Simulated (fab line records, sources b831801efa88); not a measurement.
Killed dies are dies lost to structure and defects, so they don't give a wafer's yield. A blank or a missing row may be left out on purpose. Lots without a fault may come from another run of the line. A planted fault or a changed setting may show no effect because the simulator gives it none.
Problem report in the 8D (eight disciplines) form, filled by code | flow gf180mcu | the parts of the form that need people (team, actions taken, sign-off) are left out

1. THE PROBLEM
cathode_dc_power_W at GF_V3_SPUTTER_22 reads a mean of 3597.0 W on 9 wafers of 3 lots; wafers without a fault read 4000.0 W with a standard deviation of 0.78. That is -99 or more standard deviations from the usual mean.
The step: material TiN, target thk 10 nm, time 40 s.
First seen on wafer L345.3, day 25 13:47, on pvd_sputter-02. The record holds 21 wafers of 7 lots with a number at this step. Rule for "out", or "out of limits": more than 4 standard deviations from the usual mean. The other wafers with a number count as sound.

2. WHAT IT IS AND WHAT IT IS NOT
question                    | is                     | is not
which readings at this step | cathode_dc_power_W     | throttle_valve_pct
which lots                  | L345, L346, L348       | L342, L343, L356, L357
which wafers of those lots  | all that have a number | -
read on which tools         | pvd_sputter-02         | pvd_sputter-04
when                        | from day 25 13:47      | up to then (6 sound wafers); but 6 sound wafers of L356, L357 came after

3. SUSPECTS, AND WHAT RULES EACH OUT
Counting: a tool at a process step up to the reading stays a suspect if it ran every lot that is out and no sound lot after the first of them.
- pvd_sputter-02 at GF_V3_SPUTTER_21 (material Ti, target thk 15 nm, time 80.02 s): ruled out as a lasting fault. Sound lots L356, L357 ran on it after its first lot that is out, L345 (day 25 13:43).
- pvd_sputter-02 at GF_V3_SPUTTER_22 (material TiN, target thk 10 nm, time 40 s): ruled out as a lasting fault. Sound lots L356, L357 ran on it after its first lot that is out, L345 (day 25 13:47).
Left after counting: nothing in the record.

4. THE CAUSE (what the simulator had put in)
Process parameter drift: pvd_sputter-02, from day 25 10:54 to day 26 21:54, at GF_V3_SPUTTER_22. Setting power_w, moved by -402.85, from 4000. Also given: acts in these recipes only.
Counting ruled it out, wrongly.

5. THE CHAIN OF EFFECTS, in route order
Each row: a reading whose mean over the struck wafers that have a number lies more than 3 standard deviations from the usual. Only readings for which the record gives a usual standard deviation are gone through. hours: the time from each lot's start at the first step in this table that gives one to its start at this step, as a median over the lots. sigmas: the change in usual standard deviations.
hours | step             | reading            | usual    | on struck wafers | change | sigmas
0     | GF_V3_SPUTTER_22 | cathode_dc_power_W | 4000.0 W | 3597.0           | -403.0 | -99 or more
The process steps in it:
- GF_V3_SPUTTER_22: material TiN, target thk 10 nm, time 40 s.

6. WHAT WOULD HAVE CAUGHT IT SOONER
In this record the first reading out of limits was taken at day 25 13:47, 3 hours after the fault began at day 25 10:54.
